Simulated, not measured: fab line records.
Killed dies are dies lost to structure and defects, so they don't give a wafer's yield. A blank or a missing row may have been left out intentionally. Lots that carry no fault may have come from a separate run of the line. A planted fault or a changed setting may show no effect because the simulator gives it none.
Which tool did it? ; flow gf180mcu ; 18 wafers sampled from 6 lots at 1 step of a route of 602

WHAT EACH GAUGE READ, for each wafer
GF_STI_THK_MEAS_22.
lot;measured;on;STI_OXIDATION_01_THK (nm)
L176;day 2 08:02;film-metro-03;14.7 14.8 14.6
L182;day 3 16:13;film-metro-02;14.6 14.7 14.5
L185;day 4 06:40;film-metro-03;14.8 14.8 14.8
L187;day 4 20:49;film-metro-02;15.2 15.5 15.1
L189;day 5 03:44;film-metro-04;15.1 15.0 15.2
L192;day 5 19:09;film-metro-04;15.4 15.4 15.2

WHICH TOOL RAN EACH LOT (tool, then ch and the chambers of the sampled wafers, then the start)
No process step before these readings appears in the record.

THE ANSWER, worked out from the rows above alone
Rule: what is usual is taken from the lots themselves. Put in order of their means at a reading, lots are off if they are a third of the lots or fewer, leave a main group of 4 or more, and stand apart from it by a gap of 3 or more times the standard deviation of the main group's means; of several such gaps the widest counts. A main group whose means are all the same, to the digits that the tables above print for the reading, isn't used. A lot without any number at a reading at which 4 lots or more have one is off too. The other lots that the step has rows for count as sound.
Across all readings shown, no lot is off: no conclusion can be drawn from this.

WHAT THE SIMULATOR HAD PUT IN
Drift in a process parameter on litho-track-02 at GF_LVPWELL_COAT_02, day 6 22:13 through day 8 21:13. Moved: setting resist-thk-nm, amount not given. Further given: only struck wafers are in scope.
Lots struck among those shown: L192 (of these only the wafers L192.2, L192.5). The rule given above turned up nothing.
